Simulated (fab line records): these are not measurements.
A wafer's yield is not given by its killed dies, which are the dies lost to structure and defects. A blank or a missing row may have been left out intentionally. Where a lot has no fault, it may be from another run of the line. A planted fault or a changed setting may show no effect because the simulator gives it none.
Which tool did it? -- flow gf180mcu -- 11 lots with 33 wafers sampled at 2 steps, on a route of 602 steps

WHAT THE GAUGES READ, wafer by wafer
GF_M2_RS_MEAS_05: uses a four-point probe to measure. Usual: for M2_ALCU_RS the level is 0.0697 ohm/sq and the standard deviation is 0.00072.
lot,measured,on,M2_ALCU_RS (ohm/sq),flag
L517,day 18 06:21,film-metro-02,0.0706 0.0703 0.0703,
L518,day 18 05:31,film-metro-01,0.0692 0.0700 0.0689,
L519,day 18 18:08,film-metro-01,0.0700 0.0697 0.0699,
L520,day 19 00:02,film-metro-02,0.0705 0.0690 0.0704,
L523,day 20 06:05,film-metro-02,0.0699 0.0700 0.0693,
L527,day 22 15:50,film-metro-04,0.0714 0.0705 0.0697,
L528,day 22 12:11,film-metro-01,0.0690 0.0690 0.0689,
L529,day 22 19:31,film-metro-01,0.0683 0.0679 0.0689,
L530,day 23 05:13,film-metro-01,0.0696 0.0690 0.0692,
L532,day 23 13:28,film-metro-01,0.0696 0.0694 0.0702,
L533,day 23 18:22,film-metro-01,0.0715 0.0699 0.0716,

TOOL THAT RAN EACH LOT (tool first, then ch and the chambers of the sampled wafers, then the start)
lot,GF_STI_ETCH_13
L517,"rie-diel-03 ch 0,1, day 2 06:01"
L518,"rie-diel-02 ch 0,2,3, day 2 06:17"
L519,"rie-diel-04 ch 0,1,2, day 2 13:36"
L520,"rie-diel-02 ch 1,3, day 2 16:32"
L523,"rie-diel-02 ch 1,2, day 3 08:02"
L527,"rie-diel-03 ch 0,2,3, day 4 10:39"
L528,"rie-diel-02 ch 0,1, day 4 10:50"
L529,"rie-diel-02 ch 1,2,3, day 4 18:52"
L530,"rie-diel-03 ch 0,2,3, day 4 23:27"
L532,"rie-diel-02 ch 0,1,2, day 5 06:56"
L533,"rie-diel-04 ch 0,3, day 5 11:35"
- GF_STI_ETCH_13: etches the open film in CHF3/O2, stops on Si, target depth 282.31 nm, time 112.9 s.

WHAT THE TOOLS THEMSELVES READ (means of the sampled wafers that have a number; where no wafer has one, the mark that the record gives instead)
GF_STI_ETCH_13. Usual: drypump-motor-current-A 5.7 A, standard deviation 0.34; oes-product-au 0.832 a.u., standard deviation 0.0067; throttle-valve-pct 8.811 %, standard deviation 0.0096.
lot,tool,drypump-motor-current-A (A),oes-product-au (a.u.),throttle-valve-pct (%),flag
L517,rie-diel-03,5.5,0.828,8.812,
L518,rie-diel-02,6.1,0.824,8.809,
L519,rie-diel-04,6.2,0.833,8.808,
L520,rie-diel-02,5.8,0.838,8.810,
L523,rie-diel-02,5.7,0.844,8.825,
L527,rie-diel-03,5.5,0.834,8.814,
L528,rie-diel-02,5.6,0.838,8.820,
L529,rie-diel-02,6.0,0.835,8.815,
L530,rie-diel-03,5.6,0.822,8.803,
L532,rie-diel-02,5.8,0.839,8.801,
L533,rie-diel-04,6.3,0.833,8.822,

THE ANSWER, worked out from the rows above alone
Rule: take the mean of a lot's wafers that have a number; if it is more than 3 standard deviations from the usual mean, the lot is off. A lot without any number at a reading at which 4 lots or more have one is off too. Where the step has rows for the other lots, those lots are counted as sound. After the gauges, taken in route order, come the tools' own readings; for these a lot's mean is taken, as printed above. The first step at which some lot is off is used, and at that step the reading that is off furthest; a lot without a number counts as furthest.
Nothing can be told from this: no lot is off at any reading shown.

WHAT THE SIMULATOR HAD PUT IN
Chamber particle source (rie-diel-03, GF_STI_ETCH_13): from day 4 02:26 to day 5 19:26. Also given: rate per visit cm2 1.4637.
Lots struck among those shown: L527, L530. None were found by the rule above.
